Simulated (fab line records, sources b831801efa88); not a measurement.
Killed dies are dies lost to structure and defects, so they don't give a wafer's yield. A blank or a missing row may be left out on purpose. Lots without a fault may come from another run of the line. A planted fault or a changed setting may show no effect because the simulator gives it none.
Chamber matching | flow gf180mcu | GF_PASSIVATION_CVD_00 on pecvd-03: 3 sister chambers
The step deposits SiO2 from TEOS, target thk 1000 nm, time 111.95 s. 6 wafers are shown with their chamber, then 7 later ones without.

WAFERS WITH THEIR CHAMBER
wafer  | chamber | heater_power_outer_w (W) | heater_power_w (W)
L656.1 | 2       | 513                      | 805
L656.3 | 0       | 399                      | 743
L660.1 | 0       | 361                      | 695
L660.6 | 1       | 473                      | 722
L668.1 | 2       | 405                      | 665
L668.3 | 1       | 440                      | 698

WAFERS WITHOUT THEIR CHAMBER
wafer  | heater_power_outer_w (W) | heater_power_w (W)
L668.4 | 465                      | 734
L669.1 | 394                      | 747
L669.3 | 486                      | 761
L669.4 | 403                      | 660
L670.3 | 499                      | 804
L670.4 | 399                      | 645
L670.5 | 427                      | 669

WHICH CHAMBER EACH WENT THROUGH
wafer  | from the rows above          | in truth
L668.4 | can't be placed: 2 or 1 or 0 | 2
L669.1 | can't be placed: 0 or 2 or 1 | 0
L669.3 | can't be placed: 2 or 1 or 0 | 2
L669.4 | can't be placed: 0 or 1 or 2 | 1
L670.3 | can't be placed: 2 or 1 or 0 | 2
L670.4 | can't be placed: 0 or 1 or 2 | 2
L670.5 | can't be placed: 1 or 2 or 0 | 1
Placed correctly: 0 of 7. Can't be placed from these rows: 7 (the true chamber is among the candidates in 7). Placed wrongly: 0.
How it was worked out, from the rows above alone: a wafer's distance from a chamber is the root of the sum, over the readings, of the square of ((its reading less the chamber's mean) divided by the reading's scatter). The wafer belongs to the nearest chamber; if the next one is less than 2 further off, it can't be placed. A chamber's mean is the mean of its shown wafers. The scatter: the root of (the sum of the squares of (reading less its chamber's mean) over the shown wafers, divided by (wafers less chambers)).
